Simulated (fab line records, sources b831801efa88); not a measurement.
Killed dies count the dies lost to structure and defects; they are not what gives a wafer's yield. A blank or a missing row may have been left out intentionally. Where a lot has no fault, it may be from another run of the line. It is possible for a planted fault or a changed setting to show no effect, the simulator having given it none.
Split-lot experiment + flow gf180mcu + 5 lots, 23 wafers read, on a route of 602 steps

== ON THE SPLIT ==
At GF_HV_LDD_DEVELOP_18 (develop time 60 s), the setting dev-temp-c was moved away from the recipe's 23 C on 7 of the 23 wafers read, by -9.5% to +4.6%. The other wafers ran this setting at the recipe's value.

Split to reading: the file shows no intervening step.

== THE READING ==
cd-nm at GF_HV_LDD_CD_MEAS_19, given in nm (cd target 400 nm). Typical for fault-free wafers on this fab line: 399.6 nm, with standard deviation 1.9 nm.

| wafer  | tool, chamber at the split | dev-temp-c as run, C | against the recipe | cd-nm, nm | against lot-mates on the recipe |
|--------|----------------------------|----------------------|--------------------|-----------|---------------------------------|
| L077.1 | litho-track-01, 0          | 23                   | recipe             | 397.5     | -                               |
| L077.2 | litho-track-01, 0          | 21.91                | -4.7%              | 399.5     | +3.3                            |
| L077.4 | litho-track-01, 0          | 23                   | recipe             | 395.7     | -                               |
| L077.5 | litho-track-01, 0          | 23                   | recipe             | 395.3     | -                               |
| L077.6 | litho-track-01, 0          | 21.91                | -4.7%              | 399.2     | +3.0                            |
| L079.1 | litho-track-04, 0          | 20.81                | -9.5%              | 407.9     | +8.8                            |
| L079.2 | litho-track-04, 0          | 23                   | recipe             | 398.8     | -                               |
| L079.3 | litho-track-04, 0          | 20.81                | -9.5%              | 406.7     | +7.6                            |
| L079.4 | litho-track-04, 0          | 23                   | recipe             | 399.7     | -                               |
| L079.5 | litho-track-04, 0          | 23                   | recipe             | 398.7     | -                               |
| L080.2 | litho-track-04, 0          | 24.05                | +4.6%              | 397.0     | -5.6                            |
| L080.3 | litho-track-04, 0          | 23                   | recipe             | 402.3     | -                               |
| L080.4 | litho-track-04, 0          | 24.05                | +4.6%              | 396.5     | -6.1                            |
| L080.5 | litho-track-04, 0          | 24.05                | +4.6%              | 397.9     | -4.7                            |
| L080.6 | litho-track-04, 0          | 23                   | recipe             | 402.8     | -                               |
| L081.1 | litho-track-01, 0          | 23                   | recipe             | 398.7     | -                               |
| L081.2 | litho-track-01, 0          | 23                   | recipe             | 399.5     | -                               |
| L081.3 | litho-track-01, 0          | 23                   | recipe             | 399.2     | -                               |
| L081.4 | litho-track-01, 0          | 23                   | recipe             | 398.5     | -                               |
| L081.5 | litho-track-01, 0          | 23                   | recipe             | 399.2     | -                               |
| L082.2 | litho-track-01, 0          | 23                   | recipe             | 402.1     | -                               |
| L082.5 | litho-track-01, 0          | 23                   | recipe             | 402.6     | -                               |
| L082.6 | litho-track-01, 0          | 23                   | recipe             | 402.5     | -                               |

THE FIT
A straight line over all 23 wafers: cd-nm changes by -0.622 nm for each +1% of dev-temp-c; r = -0.70; the points scatter about the line by 2.3 nm.
The same after taking each lot's own level away (the mean of its wafers on the recipe; 23 wafers): -0.92 nm for each +1%; r = -0.98; scatter 0.75 nm.
On that fit, the largest move of dev-temp-c shifts the reading by 8.8 nm.
The lots' own levels span 396.17 to 402.55 nm, that is 3.4 times the standard deviation above.
So the lot-to-lot level blurs the effect unless lot-mates are compared.
Check: for one of the wafers moved furthest among these (-9.5%), held out of the fit, the line's prediction against its lot-mates is +8.27 nm. Against them it came out at +8.83 nm.

== OTHER SPLITS APPLIED TO THESE WAFERS ==
Before the reading, these wafers also passed through other splits. Each is held against what the fit with the lots' levels taken away leaves over:
| other split on the same wafers      | wafers away from the commonest value | r with cd-nm (lot level and that fit taken away) |
|-------------------------------------|--------------------------------------|--------------------------------------------------|
| GF_VT_IMPLANT_IMPLANT_30 energy-kev | 9                                    | -0.11                                            |
| GF_DUAL_GATE_OXIDATION_02 temp-c    | 15                                   | -0.29                                            |
| GF_DUAL_GATE_DEVELOP_10 dev-temp-c  | 2                                    | -0.13                                            |
| GF_POLY_GATE_CVD_00 pressure-mtorr  | 18                                   | +0.11                                            |
| GF_POLY_GATE_ETCH_12 bias-w         | 11                                   | +0.03                                            |
| GF_HV_LDD_COAT_02 resist-thk-nm     | 5                                    | -0.13                                            |
| GF_HV_LDD_DEVELOP_06 develop-time-s | 5                                    | +0.35                                            |

== FILE'S OWN FIT ==
cd-nm changes by -0.889 nm for each +1% of dev-temp-c, r = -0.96.
